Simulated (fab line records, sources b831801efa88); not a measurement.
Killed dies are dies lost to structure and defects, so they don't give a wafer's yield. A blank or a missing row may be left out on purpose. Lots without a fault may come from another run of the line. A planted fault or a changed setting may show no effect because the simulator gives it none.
Which tool did it? | flow sky130 | 11 lots, 33 wafers sampled, at 3 steps of a route of 708

WHAT THE GAUGES READ, wafer by wafer
SKY_RES_PROTECT_TW_MEAS_08.
lot  | measured     | on            | POLY_GATE_TW
L969 | day 14 23:19 | film_metro-04 | 4098 4090 4087
L970 | day 15 03:01 | film_metro-04 | 4148 4118 4137
L971 | day 15 16:42 | film_metro-04 | 4133 4113 4146
L972 | day 16 02:32 | film_metro-01 | 4094 4087 4098
L980 | day 18 15:46 | film_metro-04 | 4090 4074 4081
L981 | day 18 21:49 | film_metro-04 | 4095 4088 4110
L986 | day 20 20:46 | film_metro-01 | 4078 4069 4070
L987 | day 21 05:54 | film_metro-01 | 4052 4041 4044
L988 | day 21 21:07 | film_metro-01 | 4053 4051 4046
L990 | day 22 13:34 | film_metro-03 | 4030 4051 4041
L991 | day 22 18:11 | film_metro-03 | 4028 4031 4020

SKY_POLY_GATE_THK_MEAS_21.
lot  | measured     | on            | POLY_GATE_OXIDATION_THK (nm)
L969 | day 16 06:12 | film_metro-04 | 4.08 4.08 4.02
L970 | day 16 10:21 | film_metro-04 | 3.92 3.93 3.93
L971 | day 17 02:19 | film_metro-03 | 3.95 3.85 3.92
L972 | day 17 11:19 | film_metro-03 | 3.89 3.91 3.89
L980 | day 20 05:23 | film_metro-04 | 3.94 4.01 3.89
L981 | day 20 08:33 | film_metro-04 | 4.06 3.99 3.99
L986 | day 22 08:16 | film_metro-03 | 3.94 3.84 3.97
L987 | day 23 10:06 | film_metro-04 | 3.98 4.08 4.06
L988 | day 23 10:07 | film_metro-02 | 3.97 4.03 4.03
L990 | day 24 00:37 | film_metro-02 | 4.03 4.05 4.13
L991 | day 24 03:26 | film_metro-02 | 4.01 4.04 4.05

SKY_LDD_LDN_OVL_MEAS_07.
lot  | measured     | on         | LDD_LDN_OVL (nm)
L969 | day 22 12:32 | overlay-02 | -4.6 -1.4 -2.0
L970 | day 22 18:14 | overlay-02 | -0.5 -1.7 -2.2
L971 | day 23 11:50 | overlay-02 | -2.1 -2.4 -2.9
L972 | day 23 19:52 | overlay-01 | 0.0 -0.3 -1.7
L980 | day 26 13:52 | overlay-01 | -1.6 0.7 -2.6
L981 | day 26 15:53 | overlay-01 | -2.3 -4.1 -1.3
L986 | day 28 15:16 | overlay-02 | -1.7 -0.7 0.5
L987 | day 29 14:43 | overlay-01 | -0.1 2.7 -0.2
L988 | day 29 14:38 | overlay-02 | -1.2 -1.4 -1.2
L990 | day 30 03:04 | overlay-02 | 0.5 0.3 0.7
L991 | day 30 04:19 | overlay-02 | -2.4 -1.6 -2.2

WHICH TOOL RAN EACH LOT (tool, then ch and the chambers of the sampled wafers, then the start)
The record holds no process step before these readings.

WHAT THE TOOLS THEMSELVES READ (means of the sampled wafers that have a number; where no wafer has one, the mark that the record gives instead)
The record holds no such reading with a usual standard deviation.

THE ANSWER, worked out from the rows above alone
Rule: what is usual is taken from the lots themselves. Put in order of their means at a reading, lots are off if they are a third of the lots or fewer, leave a main group of 4 or more, and stand apart from it by a gap of 3 or more times the standard deviation of the main group's means; of several such gaps the widest counts. A main group whose means are all the same, to the digits that the tables above print for the reading, isn't used. A lot without any number at a reading at which 4 lots or more have one is off too. The other lots that the step has rows for count as sound. The gauges are gone through in route order, then the tools' own readings, and for those a lot's mean is taken as printed above. The first step at which some lot is off is used, and at that step the reading that is off furthest; a lot without a number counts as furthest.
No lot is off at any reading shown: from this, nothing can be told.

WHAT THE SIMULATOR HAD PUT IN
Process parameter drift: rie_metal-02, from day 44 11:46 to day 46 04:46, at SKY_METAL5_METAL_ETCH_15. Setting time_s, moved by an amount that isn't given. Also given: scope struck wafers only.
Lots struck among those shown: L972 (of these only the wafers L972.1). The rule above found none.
